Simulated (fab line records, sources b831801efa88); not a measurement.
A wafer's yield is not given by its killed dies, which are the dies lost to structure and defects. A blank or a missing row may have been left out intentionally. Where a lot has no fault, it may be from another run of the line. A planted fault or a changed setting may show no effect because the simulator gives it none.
A lot that was struck, set against a sound lot	flow gf180mcu	19 out of 602 route steps
Sound: the wafers L416.1, L416.2, L416.5. Wafers L422.1, L422.5, L422.6 were the ones struck. The cause is named last.
Per side, at each step with rows, come the tool, then ch with its chambers, and then its first start. Under that, the readings that differ: sound wafers	struck wafers	difference of the means	sigmas: that difference in standard deviations of wafers without a fault.
alike: readings whose means differ by less than 2 such deviations, and words and numbers that are the same on both sides. not compared: withheld readings, readings that some wafer has no value for, bounds like >300 that may hide the same value, and numbers for which the record gives no deviation and whose values overlap.
Wherever a step has rows on one side only, a row that says differs or no value, or a row with sigmas, the two part there. Non-overlapping numbers with no deviation appear without sigmas and do not part them. Lack of a reading on every wafer of one side parts them only where that side has two or more wafers.

first, 2 steps without rows for these wafers: GF_DUAL_GATE_PEB_09; GF_DUAL_GATE_DEVELOP_10 (develop time 60 s).
GF_DUAL_GATE_OVL_MEAS_11:
  sound on overlay-01 at day 12 05:38; struck on overlay-02 at day 13 20:48
  alike: DUAL_GATE_OVL
then, 1 step without rows for these wafers: GF_DUAL_GATE_WET_ETCH_12 (etches SiO2 in dHF, target depth 13 nm, time 260 s).
GF_DUAL_GATE_STRIP_13: strips in O2/N2.
  sound on plasma asher-02 ch 0,1, day 12 05:46; struck on plasma asher-03 ch 0,1, day 13 20:56
  alike: drypump motor current A, heater power w, oes product au, strip time to endpoint s
  not compared: rf hours counter h
then, 3 steps without rows for these wafers: GF_DUAL_GATE_CLEAN_14 (cleans in SC1/SC2, time 150 s); GF_DUAL_GATE_OXIDATION_15 (stabilise 600 s, purge 300 s, target thk 7.098 nm); GF_POLY_GATE_CVD_00 (deposits poly-Si, target thk 200 nm, time 1200 s).
GF_POLY_GATE_THK_MEAS_01:
  sound on film metro-01 at day 12 08:48; struck on film metro-01 at day 13 23:58
  alike: POLY_GATE_CVD_00_THK
then, 3 steps without rows for these wafers: GF_POLY_GATE_DEHYDRATE_02 (time 60 s); GF_POLY_GATE_HMDS_03 (prime time 60 s); GF_POLY_GATE_COAT_04.
GF_POLY_GATE_COAT_05: resist thk 700 nm.
  sound on litho track-03 ch 0, day 12 18:00; struck on litho track-03 ch 0, day 14 08:00
reading	sound	struck	difference	sigmas
model.KrF_of_POLY_GATE_COAT_05.thk nm (nm)	701.3 702.7 701.9	706.8 707.5 708.5	+5.6	
then, 3 steps without rows for these wafers: GF_POLY_GATE_SOFTBAKE_06 (time 60 s); GF_POLY_GATE_EXPOSE_07 (exposes mask Poly2, target cd 280 nm); GF_POLY_GATE_PEB_08 (peb time 90 s).
GF_POLY_GATE_DEVELOP_09: develop time 60 s.
  sound on litho track-03 ch 0, day 13 04:21; struck on litho track-02 ch 0, day 14 20:08
reading	sound	struck	difference	sigmas
model.KrF_of_POLY_GATE_COAT_05.thk nm (nm)	686.4 687.8 687	691.9 692.6 693.6	+5.6	
GF_POLY_GATE_CD_MEAS_10: target cd 280 nm.
  sound on cd sem-01 at day 13 04:30; struck on cd sem-02 at day 14 20:17
  alike: cd nm
-- a jump in the record: the struck wafers' starts before and after are 19 days apart (it breaks off in module POLY_GATE and resumes in module PASSIVATION, where the first step shown is number 602 of the route) --
GF_PASSIVATION_PROBE_99:
  rows exist in the record for the struck wafers here (prober-01, day 34 01:58), but not for the sound ones

## WHERE THEY PART
GF_PASSIVATION_PROBE_99 only, going by this record.

WHY: what had been put in by the simulator
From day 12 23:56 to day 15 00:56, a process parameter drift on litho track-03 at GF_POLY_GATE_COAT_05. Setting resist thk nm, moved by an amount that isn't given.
